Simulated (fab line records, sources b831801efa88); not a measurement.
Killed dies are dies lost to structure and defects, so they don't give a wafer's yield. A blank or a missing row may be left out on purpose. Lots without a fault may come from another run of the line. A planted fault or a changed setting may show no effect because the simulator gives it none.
Chamber matching | flow gf180mcu | GF_STI_WET_ETCH_17 on wet_bench-01: 4 sister chambers
The step etches Si3N4 in H3PO4, target depth 45 nm, time 514 s. 8 wafers are shown with their chamber, then 7 later ones without.

WAFERS WITH THEIR CHAMBER
wafer  | chamber | bath_heat_duty_pct (%) | bath_guard_temp_C (C)
L596.3 | 3       | 26                     | 160.2
L596.6 | 3       | 25                     | 159.7
L597.2 | 2       | 30                     | 159.7
L597.5 | 2       | 32                     | 159.6
L598.5 | 0       | 22                     | 160.8
L598.6 | 0       | 23                     | 160.9
L599.2 | 1       | 24                     | 160.1
L599.3 | 1       | 26                     | 160.3

WAFERS WITHOUT THEIR CHAMBER
wafer  | bath_heat_duty_pct (%) | bath_guard_temp_C (C)
L599.5 | 28                     | 160.2
L611.2 | 23                     | 161.0
L611.5 | 22                     | 160.2
L611.6 | 22                     | 160.7
L614.2 | 24                     | 159.8
L614.3 | 27                     | 159.8
L614.5 | 27                     | 160.1

WHICH CHAMBER EACH WENT THROUGH
wafer  | from the rows above          | in truth
L599.5 | can't be placed: 3 or 1 or 2 | 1
L611.2 | 0                            | 0
L611.5 | can't be placed: 1 or 0 or 3 | 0
L611.6 | 0                            | 0
L614.2 | can't be placed: 3 or 1      | 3
L614.3 | can't be placed: 3 or 1      | 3
L614.5 | can't be placed: 3 or 1      | 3
Placed correctly: 2 of 7. Can't be placed from these rows: 5 (the true chamber is among the candidates in 5). Placed wrongly: 0.
How it was worked out, from the rows above alone: a wafer's distance from a chamber is the root of the sum, over the readings, of the square of ((its reading less the chamber's mean) divided by the reading's scatter). The wafer belongs to the nearest chamber; if the next one is less than 2 further off, it can't be placed. A chamber's mean is the mean of its shown wafers. The scatter: the root of (the sum of the squares of (reading less its chamber's mean) over the shown wafers, divided by (wafers less chambers)).
